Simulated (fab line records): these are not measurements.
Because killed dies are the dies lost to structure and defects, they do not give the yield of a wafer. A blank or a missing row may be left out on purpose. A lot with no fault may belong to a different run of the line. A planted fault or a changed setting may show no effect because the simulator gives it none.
Struck lot and sound lot, side by side ; flow sky130 ; 43 out of 708 route steps
Sound: the wafers L302.1, L302.3, L302.5. Struck: wafers L307.4, L307.5. (L307.3 of the same lot was not struck and is left out.) The cause comes at the end.
Each step with rows lists, per side, the tool, then ch with its chambers, then its first start. Under that, the readings that differ: sound wafers ; struck wafers ; difference of the means ; sigmas: that difference in standard deviations of wafers without a fault.
alike: readings with means less than 2 such deviations apart, plus words and numbers identical on both sides. not compared: withheld readings, readings lacking a value on some wafer, bounds such as >300 that could conceal the same value, and numbers that have no deviation in the record and whose values overlap.
The two part at a step that has a row with sigmas, a row that says differs or no value, or rows on one side only. Non-overlapping numbers with no deviation appear without sigmas and do not part them. Lack of a reading on every wafer of one side parts them only where that side has two or more wafers.

first, 3 steps without rows for these wafers: SKY_VIA2_EXPOSE_09 (exposes mask VIM2, target cd 200 nm); SKY_VIA2_PEB_10; SKY_VIA2_DEVELOP_11 (develop time 60 s).
SKY_VIA2_CD_MEAS_12: target cd 200 nm.
  sound on cd_sem-01 at day 39 11:35; struck on cd_sem-01 at day 40 05:10
  alike: cd_nm
SKY_VIA2_OVL_MEAS_13:
  sound on overlay-01 at day 39 11:42; struck on overlay-01 at day 40 05:16
  alike: VIA2_OVL
then, 1 step without rows for these wafers: SKY_VIA2_ETCH_14 (etches BARC in N2/H2, stops on SiO2, time 45.9 s, target depth 60 nm).
SKY_VIA2_ETCH_15: etches SiO2 in C4F8/O2/Ar, stops on TiN, target depth 546 nm, time 84 s.
  sound on rie_diel-03 ch 1,3, day 39 11:47; struck on rie_diel-01 ch 1,2, day 40 05:20
  alike: oes_product_au
  not compared: rf_hours_counter_h
SKY_VIA2_STRIP_16: strips in O2/N2.
  sound on plasma_asher-04 ch 0,1, day 39 11:50; struck on plasma_asher-02 ch 0, day 40 05:26
  alike: drypump_motor_current_A, oes_product_au, strip_time_to_endpoint_s
  not compared: rf_hours_counter_h
then, 4 steps without rows for these wafers: SKY_VIA2_STRIP_17 (strips in post etch residue remover, time 1200 s); SKY_VIA2_CLEAN_18 (cleans in IPA, time 180 s); SKY_VIA2_CLEAN_19 (cleans in O3/DIW); SKY_VIA2_SPUTTER_20 (material TiN, target thk 20 nm, time 80 s).
SKY_VIA2_CVD_21: deposits W, target thk 420 nm, time 126.4 s.
  sound on cvd_w-01 ch 0,1, day 39 12:30; struck on cvd_w-02 ch 1, day 40 06:05
  alike: heater_power_w
SKY_VIA2_RS_MEAS_22: uses a four-point probe to measure.
  sound on film_metro-01 at day 39 12:38; struck on film_metro-02 at day 40 06:13
  alike: VIA2_W_RS
SKY_VIA2_THK_MEAS_23: measures by xrf.
  sound on film_metro-01 at day 39 12:45; struck on film_metro-02 at day 40 06:19
  alike: VIA2_W_THK
then, 1 step without rows for these wafers: SKY_VIA2_CMP_24 (polishes, stops on SiO2, t overpolish 20 s, target thk 0 nm).
SKY_METAL3_SPUTTER_00: material Ti, target thk 15 nm, time 10 s.
  sound on pvd_sputter-03 at day 39 13:07; struck on pvd_sputter-01 at day 40 06:40
  alike: cathode_dc_power_W, throttle_valve_pct
SKY_METAL3_SPUTTER_01: material TiN, target thk 20 nm, time 16.7 s.
  sound on pvd_sputter-03 at day 39 13:08; struck on pvd_sputter-01 at day 40 06:41
  alike: cathode_dc_power_W, throttle_valve_pct
then, 3 steps without rows for these wafers: SKY_METAL3_SPUTTER_02 (material AlCu, target thk 735 nm, time 39.1 s); SKY_METAL3_SPUTTER_03 (material Ti, target thk 5 nm, time 3.3 s); SKY_METAL3_SPUTTER_04 (material TiN, target thk 70 nm, time 58.3 s).
SKY_CAPM_CVD_00: deposits SiO2, target thk 15.5 nm.
  sound on pecvd-04 ch 0,1,2, day 39 13:16; struck on pecvd-03 ch 1,2, day 40 06:49
  alike: heater_power_w
SKY_CAPM_THK_MEAS_01:
  sound on film_metro-03 at day 39 13:17; struck on film_metro-03 at day 40 06:51
  alike: CAPM_CVD_00_THK
then, 1 step without rows for these wafers: SKY_CAPM_SPUTTER_02 (material TiN, target thk 200 nm, time 164.1 s).
SKY_CAPM_RS_MEAS_03: uses a four-point probe to measure.
  sound on film_metro-03 at day 39 13:28; struck on film_metro-04 at day 40 07:02
  alike: CAPM_TIN_RS
SKY_CAPM_THK_MEAS_04: measures by xrf.
  sound on film_metro-03 at day 39 13:35; struck on film_metro-04 at day 40 07:08
  alike: CAPM_TIN_THK
then, 7 steps without rows for these wafers: SKY_CAPM_DEHYDRATE_05 (time 60 s); SKY_CAPM_HMDS_06 (prime time 60 s); SKY_CAPM_COAT_07 (resist thk 1140 nm); SKY_CAPM_SOFTBAKE_08 (time 60 s); SKY_CAPM_EXPOSE_09 (exposes mask CAPM, target cd 1000 nm); SKY_CAPM_PEB_10; SKY_CAPM_DEVELOP_11 (develop time 60 s).
SKY_CAPM_OVL_MEAS_12:
  sound on overlay-01 at day 40 13:29; struck on overlay-02 at day 41 06:42
  alike: CAPM_OVL
then, 8 steps without rows for these wafers: SKY_CAPM_METAL_ETCH_13 (etches TiN in Cl2/BCl3, stops on SiO2, target depth 220 nm, time 62.9 s); SKY_CAPM_STRIP_14 (strips in O2/N2); SKY_CAPM_STRIP_15 (strips in post etch residue remover, time 1200 s); SKY_CAPM_CLEAN_16 (cleans in IPA, time 180 s); SKY_CAPM_CLEAN_17 (cleans in O3/DIW); SKY_METAL3_DEHYDRATE_05 (time 60 s); SKY_METAL3_HMDS_06 (prime time 60 s); SKY_METAL3_COAT_07 (resist thk 60 nm).
-- the record jumps here: 8 days lie between the struck wafers' starts before and after (it left off in module METAL3 and takes up again in module PAD_OPEN, whose first step shown is number 708 of the route) --
SKY_PAD_OPEN_PROBE_99:
  sound on prober-02 at day 48 06:49; struck on prober-02 at day 48 21:14
reading;sound;struck;difference;sigmas
defect_limited_yield (%);87.0 87.4 86.6;73.6 71.3;-14.6;-8
killed_at_M0_to_M3;24 31 43;100 99;+67;+10
killed_dies;64 62 66;130 141;+72;+8
killed_on_rim;18 11 8;27 26;+14;+4
sort_bin_3_pad_short (%);0.4 0.6 0.6;4.7 4.9;+4.3;+11
sort_bin_5_function (%);7.5 8.7 8.9;16.7 15.9;+7.9;+6
sort_bin_6_memory (%);5.1 3.3 3.9;5.1 7.9;+2.4;+2
sort_n_pass;428 430 426;362 351;-72;-8
sort_yield_pct (%);87.0 87.4 86.6;73.6 71.3;-14.6;-8
model.etest.tester.sort_n_pass;428 430 426;362 351;-72;
model.etest.tester.sort_yield_pct (%);86.99 87.4 86.59;73.58 71.34;-14.53;
model.etest.tester.sort_bin_5_pct (%);7.52 8.74 8.943;16.67 15.85;+7.86;
model.etest.tester.sort_bin_3_pct (%);0.4065 0.6098 0.6098;4.675 4.878;+4.234;
  alike: killed_at_M4_up, killed_at_contacts, killed_at_front_end, killed_at_other, killed_open, killed_short

WHERE THEY PART
Only at SKY_PAD_OPEN_PROBE_99, as far as this record shows.

WHY: what had been put in by the simulator
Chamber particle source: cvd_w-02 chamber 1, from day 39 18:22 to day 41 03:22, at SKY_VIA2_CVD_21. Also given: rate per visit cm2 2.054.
